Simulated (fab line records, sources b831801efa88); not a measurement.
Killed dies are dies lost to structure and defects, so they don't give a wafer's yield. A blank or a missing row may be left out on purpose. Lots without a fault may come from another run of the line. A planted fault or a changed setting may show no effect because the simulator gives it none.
Chamber matching | flow gf180mcu | GF_HV_LDD_ETCHBACK_58 on rie_diel-04: 3 sister chambers
The step etches Si3N4 in CH3F/O2, stops on SiO2, time 100 s, target depth 90 nm. 14 wafers are shown with their chamber, then 5 later ones without.

WAFERS WITH THEIR CHAMBER
wafer  | chamber | drypump_motor_current_A (A) | throttle_valve_pct (%) | oes_product_au (a.u.)
L168.3 | 1       | 6.4                         | 10.562                 | 0.844
L168.5 | 1       | 6.4                         | 10.552                 | 0.844
L168.6 | 0       | 5.5                         | 10.570                 | 0.845
L169.2 | 0       | 5.5                         | 10.566                 | 0.848
L169.3 | 1       | 6.4                         | 10.555                 | 0.836
L169.6 | 1       | 6.4                         | 10.572                 | 0.842
L171.1 | 1       | 6.4                         | 10.564                 | 0.838
L171.3 | 2       | 5.9                         | 10.566                 | 0.831
L171.5 | 0       | 5.5                         | 10.563                 | 0.841
L174.1 | 2       | 5.8                         | 10.561                 | 0.843
L174.4 | 2       | 5.8                         | 10.552                 | 0.837
L174.6 | 0       | 5.5                         | 10.571                 | 0.844
L179.1 | 0       | 5.5                         | 10.570                 | 0.839
L179.2 | 2       | 5.9                         | 10.556                 | 0.847

SIGNATURES (means of the wafers above)
reading                 | chamber 0 | chamber 1 | chamber 2 | scatter within a chamber
drypump_motor_current_A | 5.500     | 6.400     | 5.850     | 0.0302
throttle_valve_pct      | 10.56800  | 10.56100  | 10.55875  | 0.00607
oes_product_au          | 0.84340   | 0.84080   | 0.83950   | 0.00476
Rule: a wafer's distance from a chamber is the root of the sum, over the readings, of the square of ((its reading less the chamber's mean) divided by the reading's scatter). The wafer belongs to the nearest chamber; if the next one is less than 2 further off, it can't be placed. The scatter: the root of (the sum of the squares of (reading less its chamber's mean) over the shown wafers, divided by (wafers less chambers)).

WAFERS WITHOUT THEIR CHAMBER
wafer  | drypump_motor_current_A (A) | throttle_valve_pct (%) | oes_product_au (a.u.)
L183.1 | 6.4                         | 10.562                 | 0.856
L183.6 | 5.8                         | 10.568                 | 0.831
L185.3 | 5.7                         | 10.569                 | 0.838
L185.4 | 6.4                         | 10.572                 | 0.836
L185.6 | 6.4                         | 10.564                 | 0.839

WHICH CHAMBER EACH WENT THROUGH
wafer  | from the rows above     | in truth
L183.1 | 1                       | 1
L183.6 | 2                       | 2
L185.3 | can't be placed: 2 or 0 | 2
L185.4 | 1                       | 1
L185.6 | 1                       | 1
Placed correctly: 4 of 5. Can't be placed from these rows: 1 (the true chamber is among the candidates in 1). Placed wrongly: 0.
